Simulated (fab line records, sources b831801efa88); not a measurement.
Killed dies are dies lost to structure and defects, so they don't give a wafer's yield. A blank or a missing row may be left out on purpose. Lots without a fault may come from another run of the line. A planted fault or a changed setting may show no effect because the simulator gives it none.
Which tool did it? | flow gf180mcu | 6 lots, 18 wafers sampled, at 2 steps of a route of 602

WHAT THE GAUGES READ, wafer by wafer
GF_M5_OVL_MEAS_08.
lot  | measured     | on         | M5_OVL (nm)
L988 | day 26 14:37 | overlay-01 | 3 5 3
L990 | day 27 03:07 | overlay-02 | -4 -2 -2
L993 | day 28 07:41 | overlay-01 | -1 1 7
L997 | day 29 12:25 | overlay-01 | 2 6 0
L102 | day 30 21:45 | overlay-02 | 12 8 4
L108 | day 32 11:37 | overlay-01 | 7 7 5

WHICH TOOL RAN EACH LOT (tool, then ch and the chambers of the sampled wafers, then the start)
lot  | GF_V4_CVD_00
L988 | hdpcvd-01 ch 0,1,2, day 23 19:50
L990 | hdpcvd-02 ch 0,1,2, day 24 09:08
L993 | hdpcvd-01 ch 0,1,2, day 25 15:30
L997 | hdpcvd-02 ch 1,2, day 26 22:52
L102 | hdpcvd-01 ch 0,1,2, day 28 11:26
L108 | hdpcvd-01 ch 0,1, day 30 04:26
- GF_V4_CVD_00: deposits SiO2, target thk 600 nm, time 100 s.

THE ANSWER, worked out from the rows above alone
Rule: what is usual is taken from the lots themselves. Put in order of their means at a reading, lots are off if they are a third of the lots or fewer, leave a main group of 4 or more, and stand apart from it by a gap of 3 or more times the standard deviation of the main group's means; of several such gaps the widest counts. A main group whose means are all the same, to the digits that the tables above print for the reading, isn't used. A lot without any number at a reading at which 4 lots or more have one is off too. The other lots that the step has rows for count as sound.
No lot is off at any reading shown: from this, nothing can be told.

WHAT THE SIMULATOR HAD PUT IN
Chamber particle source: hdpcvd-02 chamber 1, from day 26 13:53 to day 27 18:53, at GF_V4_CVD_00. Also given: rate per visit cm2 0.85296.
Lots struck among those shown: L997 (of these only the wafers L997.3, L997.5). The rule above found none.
